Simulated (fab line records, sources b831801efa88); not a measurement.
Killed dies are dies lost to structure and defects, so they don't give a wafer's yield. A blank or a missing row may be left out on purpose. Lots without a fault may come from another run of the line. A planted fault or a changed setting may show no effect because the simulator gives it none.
Which tool did it? | flow gf180mcu | 6 lots, 18 wafers sampled, at 2 steps of a route of 602

WHAT THE GAUGES READ, wafer by wafer
GF_HV_LDD_CD_MEAS_19: target cd 400 nm.
lot  | measured     | on        | cd_nm (nm)
L513 | day 11 02:48 | cd_sem-01 | 402.0 401.3 401.8
L522 | day 13 23:23 | cd_sem-01 | 435.3 436.3 436.8
L526 | day 15 10:00 | cd_sem-02 | 398.1 396.4 396.3
L529 | day 16 06:11 | cd_sem-02 | 398.7 401.6 400.4
L531 | day 16 20:02 | cd_sem-01 | 403.0 402.5 403.4
L533 | day 17 11:48 | cd_sem-01 | 397.8 400.2 400.8

WHICH TOOL RAN EACH LOT (tool, then ch and the chambers of the sampled wafers, then the start)
lot  | GF_HV_LDD_COAT_14
L513 | litho_track-03 ch 0, day 10 17:40
L522 | litho_track-01 ch 0, day 13 12:51
L526 | litho_track-04 ch 0, day 14 22:34
L529 | litho_track-04 ch 0, day 15 18:53
L531 | litho_track-04 ch 0, day 16 08:38
L533 | litho_track-04 ch 0, day 16 23:59
- GF_HV_LDD_COAT_14: resist thk 1000 nm.

THE ANSWER, worked out from the rows above alone
Rule: what is usual is taken from the lots themselves. Put in order of their means at a reading, lots are off if they are a third of the lots or fewer, leave a main group of 4 or more, and stand apart from it by a gap of 3 or more times the standard deviation of the main group's means; of several such gaps the widest counts. A main group whose means are all the same, to the digits that the tables above print for the reading, isn't used. A lot without any number at a reading at which 4 lots or more have one is off too. The other lots that the step has rows for count as sound.
Off: L522, at GF_HV_LDD_CD_MEAS_19 (cd_nm). The main group: mean 400.3 nm, standard deviation 2.
A tool fits if, at a process step before that reading, it ran every lot that is off, and no sound lot after the first of them. The gauges at GF_HV_LDD_CD_MEAS_19 are tried like those tools. One fits: litho_track-01 at GF_HV_LDD_COAT_14. It ran no sound lot before its first lot that is off in this sample, so the start can't be narrowed down.

WHAT THE SIMULATOR HAD PUT IN
Process parameter drift: litho_track-01, from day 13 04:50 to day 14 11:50, at GF_HV_LDD_COAT_14. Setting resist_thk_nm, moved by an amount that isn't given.
Lots struck among those shown: L522. The rule above found the same.
